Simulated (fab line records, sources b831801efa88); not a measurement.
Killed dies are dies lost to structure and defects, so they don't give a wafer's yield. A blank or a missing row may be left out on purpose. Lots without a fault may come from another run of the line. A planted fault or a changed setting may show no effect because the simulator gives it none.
Which tool did it? | flow sky130 | 12 lots, 36 wafers sampled, at 4 steps of a route of 708

WHAT THE GAUGES READ, wafer by wafer
SKY_VT_ADJUST_NCORE_OVL_MEAS_08. Usual: VT_ADJUST_NCORE_OVL -0.5 nm, standard deviation 1.4.
lot  | measured     | on         | VT_ADJUST_NCORE_OVL (nm) | flag
L278 | day 8 14:05  | overlay-02 | 1.3 0.7 -0.4             |
L279 | day 8 22:08  | overlay-01 | 0.3 -1.6 -2.1            |
L285 | day 10 20:07 | overlay-02 | 0.9 1.1 -0.2             |
L287 | day 11 06:16 | overlay-01 | -4.3 -4.4 -2.9           |
L291 | day 12 08:29 | overlay-01 | -0.8 -1.4 -1.1           |
L294 | day 13 04:58 | overlay-01 | 1.1 -0.7 -0.8            |
L295 | day 13 23:40 | overlay-01 | 0.2 -0.8 0.1             |
L296 | day 14 00:35 | overlay-01 | 0.1 -1.8 -1.1            |
L297 | day 14 05:43 | overlay-02 | -0.6 -0.1 -0.8           |
L298 | day 14 15:25 | overlay-01 | -0.2 0.2 -0.4            |
L300 | day 15 00:52 | overlay-01 | -0.1 -1.0 -0.8           |
L301 | day 15 06:20 | overlay-02 | 0.5 -0.5 0.7             |

SKY_VIA2_THK_MEAS_23: measures by xrf. Usual: VIA2_W_THK 407 nm, standard deviation 6.5.
lot  | measured     | on            | VIA2_W_THK (nm) | flag
L278 | day 36 02:40 | film_metro-01 | 405 403 403     |
L279 | day 36 15:23 | film_metro-01 | 410 407 408     |
L285 | day 38 17:40 | film_metro-02 | 411 414 405     |
L287 | day 39 01:16 | film_metro-01 | 412 407 399     |
L291 | day 40 06:44 | film_metro-01 | 402 406 409     |
L294 | day 41 05:11 | film_metro-03 | 423 408 418     |
L295 | day 41 18:34 | film_metro-03 | 418 412 415     |
L296 | day 42 03:46 | film_metro-01 | 399 394 394     |
L297 | day 42 06:38 | film_metro-01 | 395 396 395     |
L298 | day 42 08:32 | film_metro-03 | 405 407 406     |
L300 | day 42 14:58 | film_metro-03 | 412 417 417     |
L301 | day 42 18:43 | film_metro-01 | 395 397 407     |

WHICH TOOL RAN EACH LOT (tool, then ch and the chambers of the sampled wafers, then the start)
lot  | SKY_LI_CONTACT_ETCH_14             | SKY_VIA2_ETCH_14
L278 | rie_diel-03 ch 1,2,3, day 28 22:18 | rie_diel-04 ch 0,3, day 36 01:30
L279 | rie_diel-04 ch 0,2,3, day 29 11:58 | rie_diel-04 ch 0,3, day 36 14:20
L285 | rie_diel-03 ch 0,2,3, day 31 20:45 | rie_diel-03 ch 1,3, day 38 16:36
L287 | rie_diel-01 ch 1,2, day 32 03:26   | rie_diel-02 ch 0,1,2, day 39 00:06
L291 | rie_diel-04 ch 0,1,3, day 33 10:08 | rie_diel-02 ch 0,2,3, day 40 05:38
L294 | rie_diel-04 ch 0,1,3, day 34 08:47 | rie_diel-03 ch 0,1,3, day 41 04:05
L295 | rie_diel-03 ch 0,1,3, day 35 02:12 | rie_diel-04 ch 1,2,3, day 41 17:33
L296 | rie_diel-04 ch 0,1,3, day 35 11:22 | rie_diel-04 ch 1,2,3, day 42 02:45
L297 | rie_diel-03 ch 1,2,3, day 35 12:00 | rie_diel-04 ch 0,1,3, day 42 05:35
L298 | rie_diel-03 ch 0,2, day 35 16:22   | rie_diel-04 ch 2,3, day 42 07:32
L300 | rie_diel-04 ch 0,1,3, day 35 21:29 | rie_diel-03 ch 0,1,3, day 42 13:57
L301 | rie_diel-03 ch 0,1,2, day 36 04:53 | rie_diel-02 ch 0,2,3, day 42 17:42
- SKY_LI_CONTACT_ETCH_14: etches BARC in N2/H2, stops on SiO2, time 45.9 s, target depth 60 nm.
- SKY_VIA2_ETCH_14: etches BARC in N2/H2, stops on SiO2, time 45.9 s, target depth 60 nm.

WHAT THE TOOLS THEMSELVES READ (means of the sampled wafers that have a number; where no wafer has one, the mark that the record gives instead)
SKY_LI_CONTACT_ETCH_14. Usual: chamber_pressure_mTorr 29.999 mTorr, standard deviation 0.026; drypump_motor_current_A 5.6 A, standard deviation 0.31; oes_product_au 0.854 a.u., standard deviation 0.0045; rf_fwd_power_W 494.8 W, standard deviation 1.8; throttle_valve_pct 13.225 %, standard deviation 0.0094.
lot  | tool        | chamber_pressure_mTorr (mTorr) | drypump_motor_current_A (A) | oes_product_au (a.u.) | rf_fwd_power_W (W) | throttle_valve_pct (%) | flag
L278 | rie_diel-03 | 29.997                         | 5.6                         | 0.853                 | 496.3              | 13.229                 |
L279 | rie_diel-04 | 30.012                         | 5.4                         | 0.854                 | 492.9              | 13.224                 |
L285 | rie_diel-03 | 30.015                         | 5.7                         | 0.858                 | 521.2              | 13.229                 | OFF
L287 | rie_diel-01 | 30.022                         | 5.8                         | 0.855                 | 493.9              | 13.225                 |
L291 | rie_diel-04 | 30.001                         | 5.4                         | 0.856                 | 493.6              | 13.226                 |
L294 | rie_diel-04 | 29.981                         | 5.4                         | 0.855                 | 494.1              | 13.230                 |
L295 | rie_diel-03 | 30.024                         | 5.8                         | 0.855                 | 495.7              | 13.221                 |
L296 | rie_diel-04 | 30.000                         | 5.4                         | 0.856                 | 495.1              | 13.222                 |
L297 | rie_diel-03 | 30.000                         | 5.6                         | 0.852                 | 495.9              | 13.230                 |
L298 | rie_diel-03 | 29.982                         | 5.5                         | 0.858                 | 495.3              | 13.219                 |
L300 | rie_diel-04 | 30.004                         | 5.4                         | 0.854                 | 493.7              | 13.226                 |
L301 | rie_diel-03 | 29.994                         | 5.7                         | 0.856                 | 493.4              | 13.224                 |

SKY_VIA2_ETCH_14. Usual: chamber_pressure_mTorr 30.000 mTorr, standard deviation 0.026; drypump_motor_current_A 5.7 A, standard deviation 0.34; oes_product_au 0.854 a.u., standard deviation 0.0048; rf_fwd_power_W 494.0 W, standard deviation 2.2; throttle_valve_pct 13.224 %, standard deviation 0.0087.
lot  | tool        | chamber_pressure_mTorr (mTorr) | drypump_motor_current_A (A) | oes_product_au (a.u.) | rf_fwd_power_W (W) | throttle_valve_pct (%) | flag
L278 | rie_diel-04 | 30.041                         | 5.5                         | 0.855                 | 494.6              | 13.218                 |
L279 | rie_diel-04 | 30.004                         | 5.5                         | 0.853                 | 494.5              | 13.227                 |
L285 | rie_diel-03 | 29.992                         | 5.7                         | 0.855                 | 497.0              | 13.222                 |
L287 | rie_diel-02 | 29.987                         | 6.1                         | 0.857                 | 491.4              | 13.226                 |
L291 | rie_diel-02 | 30.011                         | 6.1                         | 0.853                 | 494.8              | 13.226                 |
L294 | rie_diel-03 | 29.991                         | 5.8                         | 0.851                 | 495.5              | 13.224                 |
L295 | rie_diel-04 | 29.996                         | 5.3                         | 0.855                 | 493.0              | 13.221                 |
L296 | rie_diel-04 | 29.988                         | 5.3                         | 0.852                 | 494.1              | 13.219                 |
L297 | rie_diel-04 | 29.986                         | 5.4                         | 0.857                 | 493.8              | 13.225                 |
L298 | rie_diel-04 | 29.986                         | 5.3                         | 0.858                 | 492.1              | 13.226                 |
L300 | rie_diel-03 | 30.000                         | 5.8                         | 0.857                 | 493.1              | 13.232                 |
L301 | rie_diel-02 | 30.017                         | 6.0                         | 0.859                 | 492.4              | 13.230                 |

THE ANSWER, worked out from the rows above alone
Rule: a lot is off if the mean of its wafers that have a number lies more than 3 standard deviations from the usual mean. A lot without any number at a reading at which 4 lots or more have one is off too. The other lots that the step has rows for count as sound. The gauges are gone through in route order, then the tools' own readings, and for those a lot's mean is taken as printed above. The first step at which some lot is off is used, and at that step the reading that is off furthest; a lot without a number counts as furthest.
Off: L285, at SKY_LI_CONTACT_ETCH_14 (rf_fwd_power_W).
A tool fits if, at that step or a process step before it, it ran every lot that is off, and no sound lot after the first of them. None of those tried fits.

WHAT THE SIMULATOR HAD PUT IN
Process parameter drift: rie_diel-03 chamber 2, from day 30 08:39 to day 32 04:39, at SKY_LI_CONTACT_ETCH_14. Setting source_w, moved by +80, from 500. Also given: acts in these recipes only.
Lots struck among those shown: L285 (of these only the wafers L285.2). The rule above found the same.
